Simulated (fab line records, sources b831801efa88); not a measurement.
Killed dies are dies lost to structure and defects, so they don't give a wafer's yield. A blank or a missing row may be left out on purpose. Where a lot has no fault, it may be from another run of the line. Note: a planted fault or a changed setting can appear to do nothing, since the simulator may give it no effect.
fab line records	flow sky130
record lots=7	wafers=21	lastDay=50
route steps=708 shown LI_CONTACT@371 PAD_OPEN@708
lots untouched by any fault: they come from a run of this same line in which no faults occurred
startH: hours from the record's first day to the start of the lot's first wafer shown	waitH: hours from the lot's prior step to this one	" as in the row above	L1.1+2: several wafers, shown together as one row	- either no value or no given start	* or withheld: withheld	< > ~ a bound
route shown NAME@n: a module of which the file shows steps, and the number in the route of the first	usual: average and standard deviation across the fault-free wafers	same: alike in all rows	chamber/n: place in a boat	sites: each site's reading	_std_site: their standard deviation	_edge_site: the outer-site mean with the inner-site mean subtracted	radiusMm: how far each site lies from the wafer's centre	mask NAME#n: copy n	behind: the tool/chamber that last shaped the wafer	hold: the reason the lot was held/the length of the hold in hours/how it ended	device: which transistor (n, p or np) failed to switch	end of line: the same wafers' tests at the end of the route	where a step has no rows: the recipe by itself	killed: the dies lost at the first sort to structure and to defects; this is not the yield of the wafer	map: dies across one wafer; x = killed, . = not, _ = none there
set.NAME: the run value of the setting; set.NAME@STEP: its run value at that earlier step	model.NAME: the simulator's own value behind a step, which no gauge read
lots at some steps of the route; a table a step, a row a wafer
services: when a tool's chamber went out of use (startH, in hours from the record's first day, below 0 if earlier), for how many hours, and the reason
## steps
# step SKY_LI_CONTACT_EXPOSE_09
# recipe maskId=LICM1	na=0.8	sourceShape=annular	sigmaInner=0.55	sigmaOuter=0.85	targetCdNm=170	doseMj=38
# step SKY_LI_CONTACT_PEB_10
# recipe pebTempC=withheld	pebTimeS=withheld	resist=KrF-thick
# step SKY_LI_CONTACT_DEVELOP_11
# recipe developTimeS=60	resist=KrF-thick	devTempC=21
# step SKY_LI_CONTACT_CD_MEAS_12
# recipe targetCdNm=170
# usual cdNm=169.6/1.5
lot.wafer	tool	chamber	startH	waitH	cdNm
L456.1	cdSem-01	-	739.58	-	169.1
L456.2	"	-	"	"	168.4
L456.5	"	-	"	"	168.1
L466.1	cdSem-02	-	792.53	-	169.3
L466.4	"	-	"	"	171.1
L466.6	"	-	"	"	168.9
L467.2	cdSem-01	-	794.05	-	169.1
L467.4	"	-	"	"	170.6
L467.5	"	-	"	"	170.5
L468.1	cdSem-02	-	798.58	-	170.6
L468.2	"	-	"	"	170.7
L468.3	"	-	"	"	169.7
L469.1	cdSem-01	-	809.24	-	166.8
L469.2	"	-	"	"	168.2
L469.6	"	-	"	"	168.3
L472.2	cdSem-02	-	845.05	-	170.0
L472.3	"	-	"	"	170.7
L472.5	"	-	"	"	169.4
L475.1	cdSem-02	-	861.08	-	169.5
L475.4	"	-	"	"	169.4
L475.6	"	-	"	"	169.7
# step SKY_LI_CONTACT_OVL_MEAS_13
# usual LI_CONTACT_OVL=1/5.4
lot.wafer	tool	chamber	startH	waitH	LI_CONTACT_OVL[nm]
L456.1	overlay-01	-	739.70	0.1	3
L456.2	"	-	"	"	-3
L456.5	"	-	"	"	4
L466.1	overlay-02	-	792.65	0.1	2
L466.4	"	-	"	"	-13
L466.6	"	-	"	"	-11
L467.2	overlay-01	-	794.15	0.1	-2
L467.4	"	-	"	"	1
L467.5	"	-	"	"	8
L468.1	overlay-01	-	798.70	0.1	6
L468.2	"	-	"	"	7
L468.3	"	-	"	"	4
L469.1	overlay-01	-	809.36	0.1	7
L469.2	"	-	"	"	4
L469.6	"	-	"	"	1
L472.2	overlay-01	-	845.15	0.1	7
L472.3	"	-	"	"	-6
L472.5	"	-	"	"	-6
L475.1	overlay-01	-	861.20	0.1	1
L475.4	"	-	"	"	6
L475.6	"	-	"	"	10
# step SKY_LI_CONTACT_ETCH_14
# recipe chemistry=N2/H2	target=BARC	ionEnergyEv=200	sourceW=500	biasW=100	pressureMtorr=30	n2FlowSccm=100	h2FlowSccm=200	stopOn=SiO2	timeS=45.9	targetDepthA=600
# usual biasW=100.01/0.29	drypumpMotorCurrentA=5.8/0.44	n2FlowSccm=99.99/0.27	oesProductAu=0.855/0.0047	throttleValvePct=13.226/0.0093
# same timeS=45.9
lot.wafer	tool	chamber	startH	waitH	biasW	drypumpMotorCurrentA	n2FlowSccm	oesProductAu	rfHoursCounterH	throttleValvePct
L456.1	rieDiel-02	3	739.74	0.0	99.88	6.1	100.14	0.859	34	13.226
L456.2	"	0	"	"	100.32	6.1	99.81	0.853	1	13.212
L456.5	"	0	"	"	100.01	6.1	99.96	0.849	-	13.234
L466.1	rieDiel-01	2	792.68	0.0	99.91	5.7	100.07	0.863	4	13.225
L466.4	"	1	"	"	99.90	5.8	100.10	0.852	8	13.214
L466.6	"	3	"	"	99.66	6.0	99.90	0.854	-	13.225
L467.2	rieDiel-02	1	794.18	0.0	99.37	6.3	99.79	0.849	8	13.234
L467.4	"	3	"	"	100.19	6.1	99.55	0.854	36	13.248
L467.5	"	2	"	"	99.78	5.7	99.83	0.854	-	13.210
L468.1	rieDiel-01	2	798.73	0.0	99.87	5.7	99.42	0.857	4	13.228
L468.2	"	0	"	"	100.15	4.9	99.90	0.859	20	13.232
L468.3	"	3	"	"	99.68	6.1	99.72	0.853	5	13.203
L469.1	rieDiel-01	3	809.39	0.0	100.44	6.1	100.19	0.858	5	13.227
L469.2	"	0	"	"	100.16	5.0	100.21	0.844	20	13.221
L469.6	"	3	"	"	99.65	6.0	99.73	0.852	-	13.228
L472.2	rieDiel-01	3	845.18	0.0	99.73	6.0	99.85	0.859	7	13.235
L472.3	"	2	"	"	99.51	5.8	99.77	0.860	6	13.226
L472.5	"	1	"	"	100.36	5.8	100.09	0.858	-	13.233
L475.1	rieDiel-03	2	861.23	0.0	99.82	4.7	100.01	0.854	5	13.216
L475.4	"	3	"	"	100.16	5.5	100.08	0.849	9	13.241
L475.6	"	1	"	"	99.76	5.3	100.03	0.852	-	13.223
# step SKY_LI_CONTACT_ETCH_15
# recipe target=PSG	chemistry=C4F8/O2/Ar	stopOn=Si	taperDeg=4.15	maskMaterial=KrF-thick	sourceW=1500	biasW=1200	pressureMtorr=40	c4f8FlowSccm=withheld	O2_flow_sccm=6	Ar_flow_sccm=300	timeS=withheld	targetDepthA=6000
# usual biasW=1200/3.7	oesProductAu=0.837/0.0043
lot.wafer	tool	chamber	startH	waitH	biasW	oesProductAu
L456.1	rieDiel-02	3	739.78	0.0	1192	0.836
L456.2	"	0	"	"	1200	0.832
L456.5	"	0	"	"	1202	0.835
L466.1	rieDiel-01	2	792.73	0.0	1197	0.844
L466.4	"	1	"	"	1200	0.840
L466.6	"	3	"	"	1201	0.842
L467.2	rieDiel-02	1	794.23	0.0	1192	0.842
L467.4	"	3	"	"	1197	0.835
L467.5	"	2	"	"	1196	0.828
L468.1	rieDiel-01	2	798.78	0.0	1203	0.838
L468.2	"	0	"	"	1196	0.836
L468.3	"	3	"	"	1204	0.831
L469.1	rieDiel-01	3	809.43	0.0	1201	0.837
L469.2	"	0	"	"	1200	0.837
L469.6	"	3	"	"	1205	0.841
L472.2	rieDiel-01	3	845.23	0.0	1206	0.834
L472.3	"	2	"	"	1204	0.837
L472.5	"	1	"	"	1203	0.836
L475.1	rieDiel-03	2	861.28	0.0	1204	0.838
L475.4	"	3	"	"	1205	0.838
L475.6	"	1	"	"	1202	0.839
# step SKY_LI_CONTACT_STRIP_16
# recipe chemistry=O2/N2	powerW=1400	pressureMtorr=1500	platenTempC=withheld	o2FlowSccm=3000	n2FlowSccm=300	overashFraction=0.5
# usual drypumpMotorCurrentA=5.7/0.53	n2FlowSccm=300.2/0.91	oesProductAu=0.375/0.0048	stripTimeToEndpointS=3.489/0.026
lot.wafer	tool	chamber	startH	waitH	drypumpMotorCurrentA	n2FlowSccm	oesProductAu	rfHoursCounterH	stripTimeToEndpointS
L456.1	plasmaAsher-04	0	739.91	-	6.3	300.1	0.366	59	3.504
L456.2	"	1	"	"	4.8	299.3	0.381	59	3.497
L456.5	"	0	"	"	6.3	300.5	0.369	-	3.502
L466.1	plasmaAsher-02	1	792.81	-	5.9	299.6	0.370	5	3.431
L466.4	"	1	"	"	5.9	299.0	0.379	-	3.500
L466.6	"	0	"	"	5.1	300.1	0.378	-	3.468
L467.2	plasmaAsher-02	1	794.31	-	5.9	301.6	0.377	5	3.473
L467.4	"	1	"	"	5.9	300.0	0.382	-	3.508
L467.5	"	1	"	"	5.9	300.3	0.375	-	3.466
L468.1	plasmaAsher-02	1	798.86	-	5.9	299.8	0.380	6	3.428
L468.2	"	0	"	"	5.1	299.4	0.373	6	3.466
L468.3	"	1	"	"	5.9	300.7	0.372	-	3.445
L469.1	plasmaAsher-02	0	809.52	-	5.1	300.0	0.369	7	3.440
L469.2	"	1	"	"	5.8	300.4	0.373	7	3.473
L469.6	"	0	"	"	5.1	298.8	0.373	-	3.450
L472.2	plasmaAsher-02	0	845.31	-	5.1	301.0	0.373	11	3.499
L472.3	"	1	"	"	5.8	300.5	0.366	-	3.435
L472.5	"	1	"	"	5.8	300.1	0.370	-	3.516
L475.1	plasmaAsher-04	1	861.36	-	4.8	300.2	0.370	69	3.520
L475.4	"	0	"	"	6.3	301.9	0.376	-	3.476
L475.6	"	0	"	"	6.3	300.9	0.376	-	3.508
# step SKY_LI_CONTACT_CLEAN_17
# recipe chemistry=NMP	timeS=600	tempC=60	dry=n2Spin
# step SKY_LI_CONTACT_PRE_CLEAN_18
# recipe gas=Ar	timeS=5.6	biasV=358
# step SKY_LI_CONTACT_SPUTTER_19
# recipe material=Ti	targetThkNm=20	chamberPressurePa=5	powerW=2500	substrateTempC=200	timeS=106.37
# usual throttleValvePct=30.2/0.71
# same timeS=106.37
lot.wafer	tool	chamber	startH	waitH	throttleValvePct
L456.1	pvdSputter-04	-	740.20	0.0	29.7
L456.2	"	-	"	"	29.9
L456.5	"	-	"	"	30.6
L466.1	pvdSputter-04	-	793.11	0.0	29.4
L466.4	"	-	"	"	29.9
L466.6	"	-	"	"	30.1
L467.2	pvdSputter-02	-	794.62	0.0	30.6
L467.4	"	-	"	"	30.2
L467.5	"	-	"	"	29.8
L468.1	pvdSputter-02	-	799.16	0.0	30.5
L468.2	"	-	"	"	30.1
L468.3	"	-	"	"	30.6
L469.1	pvdSputter-01	-	809.81	0.0	30.8
L469.2	"	-	"	"	30.0
L469.6	"	-	"	"	29.7
L472.2	pvdSputter-02	-	845.62	0.0	31.8
L472.3	"	-	"	"	30.1
L472.5	"	-	"	"	30.1
L475.1	pvdSputter-02	-	861.66	0.0	30.4
L475.4	"	-	"	"	31.4
L475.6	"	-	"	"	30.7
# step SKY_LI_CONTACT_SPUTTER_20
# recipe material=TiN	targetThkNm=20	chamberPressurePa=5	powerW=4000	timeS=80
# usual throttleValvePct=30.2/0.71
# same timeS=80
lot.wafer	tool	chamber	startH	waitH	throttleValvePct
L456.1	pvdSputter-04	-	740.28	0.0	29.7
L456.2	"	-	"	"	29.7
L456.5	"	-	"	"	30.6
L466.1	pvdSputter-04	-	793.18	0.0	29.5
L466.4	"	-	"	"	29.8
L466.6	"	-	"	"	29.7
L467.2	pvdSputter-02	-	794.70	0.0	30.6
L467.4	"	-	"	"	30.2
L467.5	"	-	"	"	29.8
L468.1	pvdSputter-02	-	799.23	0.0	30.5
L468.2	"	-	"	"	30.0
L468.3	"	-	"	"	30.5
L469.1	pvdSputter-01	-	809.89	0.0	30.8
L469.2	"	-	"	"	29.6
L469.6	"	-	"	"	30.0
L472.2	pvdSputter-02	-	845.69	0.0	31.4
L472.3	"	-	"	"	30.0
L472.5	"	-	"	"	29.9
L475.1	pvdSputter-02	-	861.73	0.0	30.7
L475.4	"	-	"	"	31.6
L475.6	"	-	"	"	30.6
# step SKY_LI_CONTACT_CVD_21
# recipe material=W	targetThkNm=400	timeS=120.56	tempC=400	pressureTorr=40
# usual chamberPressureTorr=39.99/0.087	heaterPowerOuterW=560/78	heaterPowerW=883/100	timeS=120.56/0
lot.wafer	tool	chamber	startH	waitH	chamberPressureTorr	heaterPowerOuterW	heaterPowerW	timeS
L456.1	cvdW-02	1	740.34	0.0	39.87	507	780	120.56
L456.2	"	0	"	"	39.93	689	1048	120.56
L456.5	"	1	"	"	39.98	514	779	120.56
L466.1	cvdW-01	1	793.24	0.0	-	-	-	-
L466.4	"	1	"	"	-	-	-	-
L466.6	"	0	"	"	-	-	-	-
L467.2	cvdW-01	1	794.76	0.0	-	-	-	-
L467.4	"	0	"	"	-	-	-	-
L467.5	"	1	"	"	-	-	-	-
L468.1	cvdW-02	1	799.29	0.0	-	-	-	-
L468.2	"	0	"	"	-	-	-	-
L468.3	"	1	"	"	-	-	-	-
L469.1	cvdW-01	1	809.95	0.0	40.01	509	840	120.56
L469.2	"	0	"	"	40.04	536	894	120.56
L469.6	"	0	"	"	40.00	527	879	120.56
L472.2	cvdW-02	0	845.75	0.0	40.10	701	1026	120.56
L472.3	"	1	"	"	40.08	498	772	120.56
L472.5	"	1	"	"	39.95	516	810	120.56
L475.1	cvdW-02	0	861.79	0.0	39.86	674	1032	120.56
L475.4	"	1	"	"	40.00	507	769	120.56
L475.6	"	1	"	"	39.96	517	762	120.56
# step SKY_LI_CONTACT_RS_MEAS_22
# recipe thkMeasGauge=four-point-probe	reads=W_of_LI_CONTACT_CVD_21+TiN_of_LI_CONTACT_SPUTTER_20+Ti_of_LI_CONTACT_SPUTTER_19
# usual LI_CONTACT_W_RS=0.284/0.0037
lot.wafer	tool	chamber	startH	waitH	LI_CONTACT_W_RS[ohm/sq]
L456.1	filmMetro-02	-	740.46	0.1	0.284
L456.2	"	-	"	"	0.283
L456.5	"	-	"	"	0.284
L466.1	filmMetro-01	-	793.37	0.1	24.957
L466.4	"	-	"	"	24.716
L466.6	"	-	"	"	24.885
L467.2	filmMetro-01	-	794.90	0.1	24.974
L467.4	"	-	"	"	24.911
L467.5	"	-	"	"	24.716
L468.1	filmMetro-02	-	799.42	0.1	25.217
L468.2	"	-	"	"	25.379
L468.3	"	-	"	"	25.399
L469.1	filmMetro-03	-	810.08	0.1	0.284
L469.2	"	-	"	"	0.281
L469.6	"	-	"	"	0.281
L472.2	filmMetro-03	-	845.90	0.1	0.284
L472.3	"	-	"	"	0.287
L472.5	"	-	"	"	0.288
L475.1	filmMetro-01	-	861.92	0.1	0.286
L475.4	"	-	"	"	0.285
L475.6	"	-	"	"	0.285
# step SKY_LI_CONTACT_THK_MEAS_23
# recipe thkMeasGauge=xrf	reads=W_of_LI_CONTACT_CVD_21
# usual LI_CONTACT_W_THK=392/6.5
lot.wafer	tool	chamber	startH	waitH	LI_CONTACT_W_THK[nm]
L456.1	filmMetro-02	-	740.58	0.1	396
L456.2	"	-	"	"	396
L456.5	"	-	"	"	396
L466.1	filmMetro-01	-	793.49	0.1	<0
L466.4	"	-	"	"	<0
L466.6	"	-	"	"	<0
L467.2	filmMetro-01	-	795.01	0.1	<0
L467.4	"	-	"	"	<0
L467.5	"	-	"	"	<0
L468.1	filmMetro-02	-	799.54	0.1	<0
L468.2	"	-	"	"	<0
L468.3	"	-	"	"	<0
L469.1	filmMetro-03	-	810.20	0.1	386
L469.2	"	-	"	"	391
L469.6	"	-	"	"	388
L472.2	filmMetro-03	-	846.01	0.1	386
L472.3	"	-	"	"	384
L472.5	"	-	"	"	384
L475.1	filmMetro-01	-	862.04	0.1	388
L475.4	"	-	"	"	392
L475.6	"	-	"	"	391
# step SKY_LI_CONTACT_CMP_24
# recipe stopOn=PSG	tOverpolishS=20	downForcePsi=3.5	platenRpm=60	targetThkNm=0	padVelocityMS=0.94248
# usual motorCurrentA=11.3/1.1	timeToEndpointS=96/3.4
lot.wafer	tool	chamber	startH	waitH	motorCurrentA	timeToEndpointS
L456.1	cmp-01	2	740.64	0.1	11.5	97
L456.2	"	1	"	"	12.8	95
L456.5	"	3	"	"	12.3	97
L466.4	cmp-02	0	793.60	0.1	12.5	5
L466.1	"	1	"	"	9.7	6
L466.6	"	0	"	"	12.6	4
L467.2	cmp-01	3	795.11	0.1	11.7	7
L467.4	"	0	"	"	11.0	6
L467.5	"	2	"	"	12.4	3
L468.3	cmp-02	3	799.60	0.0	9.7	3
L468.2	"	0	"	"	12.7	2
L468.1	"	1	"	"	10.7	2
L469.2	cmp-02	2	810.31	0.1	11.0	93
L469.1	"	0	"	"	12.9	92
L469.6	"	2	"	"	11.2	93
L472.3	cmp-01	3	846.06	0.0	11.5	100
L472.2	"	2	"	"	12.0	99
L472.5	"	0	"	"	10.5	101
L475.4	cmp-02	3	862.10	0.0	10.2	88
L475.1	"	2	"	"	11.3	91
L475.6	"	0	"	"	12.7	89
# step SKY_PAD_OPEN_PROBE_99
# usual killed_at_M0_to_M3=43/7.4	killed_at_M4_up=3.1/1.8	killedAtContacts=26/5.6	killedAtFrontEnd=15/4.9	killedAtOther=0.2/0.44	killedDies=87/10	killedOnRim=17/3.7	killedOpen=48/7.6	killedShort=39/6.2
# same grossDies=492	killedAtBackSide=0
lot.wafer	tool	chamber	startH	waitH	killed_at_M0_to_M3	killed_at_M4_up	killedAtContacts	killedAtFrontEnd	killedAtOther	killedDies	killedOnRim	killedOpen	killedShort
L456.1	prober-02	-	1121.06	0.1	44	2	28	14	0	88	18	47	39
L456.2	prober-02	-	1121.11	0.1	42	2	21	11	0	76	15	33	43
L456.5	prober-02	-	1121.26	0.2	46	1	27	10	0	84	14	45	39
L466.1	prober-01	-	1159.00	0.1	37	5	436	14	0	492	96	39	41
L466.4	prober-01	-	1159.15	0.2	40	6	439	6	1	492	96	39	34
L466.6	prober-01	-	1159.25	0.2	58	3	419	12	0	492	96	58	38
L467.2	prober-02	-	1161.02	0.1	33	2	445	12	0	492	96	43	36
L467.4	prober-02	-	1161.12	0.2	45	3	430	14	0	492	96	48	35
L467.5	prober-02	-	1161.17	0.2	45	1	420	25	1	492	96	55	41
L468.1	prober-01	-	1162.88	0.1	66	1	398	26	1	492	96	56	52
L468.2	prober-01	-	1162.93	0.1	46	2	434	9	1	492	96	38	42
L468.3	prober-01	-	1162.98	0.2	54	4	425	8	1	492	96	51	45
L469.1	prober-02	-	1169.16	0.1	45	3	33	14	0	95	15	59	36
L469.2	prober-02	-	1169.21	0.1	55	2	21	17	0	95	21	50	45
L469.6	prober-02	-	1169.41	0.2	50	4	20	23	0	97	19	53	44
# killed by level:class
L456.1 CONTACT:geometricParticle:open=14 VIA1:geometricParticle:open=9 CONTACT:geometricParticle:short=8 VIA2:geometricParticle:open=7 METAL2:geometricParticle:short=6 FIELD_ISO:geometricParticle:short=5 VIA1:geometricParticle:short=5 METAL1:geometricParticle:short=4
L456.2 VIA1:geometricParticle:open=8 LI_CONTACT:geometricParticle:open=7 METAL1:geometricParticle:short=6 LOCAL_INTERCONNECT:geometricParticle:short=5 METAL3:geometricParticle:short=5 VIA1:geometricParticle:short=4 VIA2:geometricParticle:open=4 FIELD_ISO:geometricParticle:short=3
L456.5 CONTACT:geometricParticle:open=11 VIA1:geometricParticle:open=10 LI_CONTACT:geometricParticle:open=7 VIA3:geometricParticle:open=6 METAL1:geometricParticle:short=6 METAL2:geometricParticle:short=6 LOCAL_INTERCONNECT:geometricParticle:short=5 CONTACT:geometricParticle:short=4
L466.1 LI_CONTACT:areaCvd=412 CONTACT:geometricParticle:open=8 METAL1:geometricParticle:short=8 VIA3:geometricParticle:open=6 VIA1:geometricParticle:open=6 VIA2:geometricParticle:open=6 LOCAL_INTERCONNECT:geometricParticle:short=5 CONTACT:geometricParticle:short=5
L466.4 LI_CONTACT:areaCvd=419 CONTACT:geometricParticle:open=11 VIA2:geometricParticle:open=10 METAL2:geometricParticle:short=7 METAL4:geometricParticle:short=6 CONTACT:geometricParticle:short=5 VIA1:geometricParticle:open=5 VIA3:geometricParticle:open=5
L466.6 LI_CONTACT:areaCvd=396 VIA1:geometricParticle:open=13 VIA3:geometricParticle:open=12 CONTACT:geometricParticle:open=10 VIA1:geometricParticle:short=6 METAL2:geometricParticle:short=6 VIA2:geometricParticle:open=6 VIA3:geometricParticle:short=5
L467.2 LI_CONTACT:areaCvd=413 VIA1:geometricParticle:open=9 LOCAL_INTERCONNECT:geometricParticle:short=8 VIA3:geometricParticle:open=7 CONTACT:geometricParticle:open=7 LI_CONTACT:geometricParticle:open=6 POLY_GATE:geometricParticle:short=5 VIA1:geometricParticle:short=5
L467.4 LI_CONTACT:areaCvd=409 VIA1:geometricParticle:open=14 CONTACT:geometricParticle:open=11 VIA2:geometricParticle:open=9 FIELD_ISO:geometricParticle:short=5 VIA1:geometricParticle:short=4 CONTACT:geometricParticle:short=4 METAL3:geometricParticle:short=4
L467.5 LI_CONTACT:areaCvd=394 VIA1:geometricParticle:open=17 POLY_GATE:geometricParticle:short=8 CONTACT:geometricParticle:short=8 VIA3:geometricParticle:open=8 CONTACT:geometricParticle:open=6 POLY_GATE:geometricParticle:open=6 LI_CONTACT:geometricParticle:open=6
L468.1 LI_CONTACT:areaCvd=384 METAL1:geometricParticle:short=12 VIA1:geometricParticle:open=12 VIA2:geometricParticle:open=9 POLY_GATE:geometricParticle:open=8 VIA1:geometricParticle:short=8 METAL2:geometricParticle:short=8 FIELD_ISO:geometricParticle:open=7
L468.2 LI_CONTACT:areaCvd=411 VIA3:geometricParticle:open=8 VIA1:geometricParticle:open=8 CONTACT:geometricParticle:short=7 CONTACT:geometricParticle:open=6 VIA1:geometricParticle:short=6 VIA2:geometricParticle:open=6 METAL1:geometricParticle:short=5
L468.3 LI_CONTACT:areaCvd=395 VIA1:geometricParticle:open=9 VIA3:geometricParticle:open=9 METAL1:geometricParticle:short=8 CONTACT:geometricParticle:open=7 LI_CONTACT:geometricParticle:open=7 CONTACT:geometricParticle:short=7 METAL2:geometricParticle:short=6
L469.1 CONTACT:geometricParticle:open=15 VIA2:geometricParticle:open=10 VIA1:geometricParticle:open=8 VIA3:geometricParticle:open=7 LI_CONTACT:geometricParticle:open=6 CONTACT:geometricParticle:short=5 VIA2:geometricParticle:short=5 LOCAL_INTERCONNECT:geometricParticle:short=4
L469.2 VIA1:geometricParticle:open=18 METAL2:geometricParticle:short=8 CONTACT:geometricParticle:short=7 METAL1:geometricParticle:short=7 VIA1:geometricParticle:short=7 CONTACT:geometricParticle:open=6 FIELD_ISO:geometricParticle:short=4 POLY_GATE:geometricParticle:open=4
L469.6 VIA1:geometricParticle:open=15 FIELD_ISO:geometricParticle:open=9 METAL1:geometricParticle:short=7 SPACER:geometricParticle:short=6 CONTACT:geometricParticle:open=6 VIA3:geometricParticle:open=6 LI_CONTACT:geometricParticle:open=5 CONTACT:geometricParticle:short=5
# map L466.1 (x killed, . not)
__________xxxxxxxxxx_________
________xxxxxxxxxxxxxx_______
______xxxxxxxxxxxxxxxxxx_____
_____xxxxxxxxxxxxxxxxxxxx____
____xxxxxxxxxxxxxxxxxxxxxx___
___xxxxxxxxxxxxxxxxxxxxxxxx__
__xxxxxxxxxxxxxxxxxxxxxxxxxx_
_xxxxxxxxxxxxxxxxxxxxxxxxxxxx
_xxxxxxxxxxxxxxxxxxxxxxxxxxxx
_xxxxxxxxxxxxxxxxxxxxxxxxxxxx
_xxxxxxxxxxxxxxxxxxxxxxxxxxxx
_xxxxxxxxxxxxxxxxxxxxxxxxxxxx
_xxxxxxxxxxxxxxxxxxxxxxxxxxxx
_xxxxxxxxxxxxxxxxxxxxxxxxxxxx
_xxxxxxxxxxxxxxxxxxxxxxxxxxxx
__xxxxxxxxxxxxxxxxxxxxxxxxxx_
___xxxxxxxxxxxxxxxxxxxxxxxx__
____xxxxxxxxxxxxxxxxxxxxxx___
_____xxxxxxxxxxxxxxxxxxxx____
______xxxxxxxxxxxxxxxxxx_____
________xxxxxxxxxxxxxx_______
__________xxxxxxxxxx_________
# map L467.2 (x killed, . not)
__________xxxxxxxxxx_________
________xxxxxxxxxxxxxx_______
______xxxxxxxxxxxxxxxxxx_____
_____xxxxxxxxxxxxxxxxxxxx____
____xxxxxxxxxxxxxxxxxxxxxx___
___xxxxxxxxxxxxxxxxxxxxxxxx__
__xxxxxxxxxxxxxxxxxxxxxxxxxx_
_xxxxxxxxxxxxxxxxxxxxxxxxxxxx
_xxxxxxxxxxxxxxxxxxxxxxxxxxxx
_xxxxxxxxxxxxxxxxxxxxxxxxxxxx
_xxxxxxxxxxxxxxxxxxxxxxxxxxxx
_xxxxxxxxxxxxxxxxxxxxxxxxxxxx
_xxxxxxxxxxxxxxxxxxxxxxxxxxxx
_xxxxxxxxxxxxxxxxxxxxxxxxxxxx
_xxxxxxxxxxxxxxxxxxxxxxxxxxxx
__xxxxxxxxxxxxxxxxxxxxxxxxxx_
___xxxxxxxxxxxxxxxxxxxxxxxx__
____xxxxxxxxxxxxxxxxxxxxxx___
_____xxxxxxxxxxxxxxxxxxxx____
______xxxxxxxxxxxxxxxxxx_____
________xxxxxxxxxxxxxx_______
__________xxxxxxxxxx_________
## services
tool	chamber	startH	hours	kind
cvdW-01	1	717.69	9.3	repair
rieDiel-01	3	725.02	4.3	repair
cvdW-02	0	725.14	2.4	repair
pvdSputter-01	-	728.36	1.1	repair
cmp-02	-	728.38	1.2	repair
plasmaAsher-02	-	733.75	9.0	pm
cmp-01	-	744.16	4.0	pm
cmp-01	-	747.90	0.8	repair
pvdSputter-02	-	749.50	1.7	repair
rieDiel-02	-	750.08	0.1	repair
cmp-02	-	754.96	3.7	pm
cmp-02	-	760.07	0.6	repair
cmp-02	-	762.77	3.9	repair
cmp-02	-	768.93	2.4	repair
rieDiel-03	1	773.19	34.8	repair
rieDiel-03	2	777.16	9.3	repair
rieDiel-01	3	779.56	9.3	repair
cmp-02	-	791.23	1.3	repair
cvdW-02	1	807.10	5.2	repair
cmp-01	-	834.00	6.8	repair
rieDiel-02	-	843.79	0.2	repair
cvdW-01	1	845.77	10.6	repair
cvdW-02	-	847.07	0.7	repair
rieDiel-01	1	859.80	2.5	repair
## key
firstSign step=SKY_LI_CONTACT_CVD_21	reading=toolRecord	direction=missing
effect step=SKY_LI_CONTACT_RS_MEAS_22	reading=LI_CONTACT_W_RS	direction=up	sigmas=99+	usual=0.284	struck=25.017
effect step=SKY_LI_CONTACT_THK_MEAS_23	reading=LI_CONTACT_W_THK	direction=down	sigmas=60	usual=392	struck=<0
effect step=SKY_LI_CONTACT_CMP_24	reading=timeToEndpointS	direction=down	sigmas=27	usual=*	struck=*
effect step=SKY_PAD_OPEN_PROBE_99	reading=killedAtContacts	direction=up	sigmas=72	usual=26	struck=427
moreKillsBornAt SKY_LI_CONTACT_CVD_21@cvdW-01=2435	SKY_LI_CONTACT_CVD_21@cvdW-02=1184
metAt SKY_LI_CONTACT_CVD_21
struckWafers L466.1,L466.4,L466.6,L467.2,L467.4,L467.5,L468.1,L468.2,L468.3
laterRowsLeftOut L466.1,L466.4,L466.6,L467.2,L467.4,L467.5,L468.1,L468.2,L468.3
testerLeftOut L466,L467,L468
onsetBetween 740.34 793.24
fault kind=skippedStepWhole	tool=cvdW-01,cvdW-02	chamber=-	onsetH=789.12	steps=SKY_LI_CONTACT_CVD_21	scope=struckLotsOnly
# testerLeftOut: of these lots the tester's yield and bins aren't shown, on N5 and GAA mostly nor the transistor test; their killed dies are dies lost to structure and defects alone, not to doping, threshold or leakage, so they don't give the yield
# laterRowsLeftOut: the simulator's readings of these wafers behind a module that went badly wrong aren't trusted and aren't shown, but for the sort
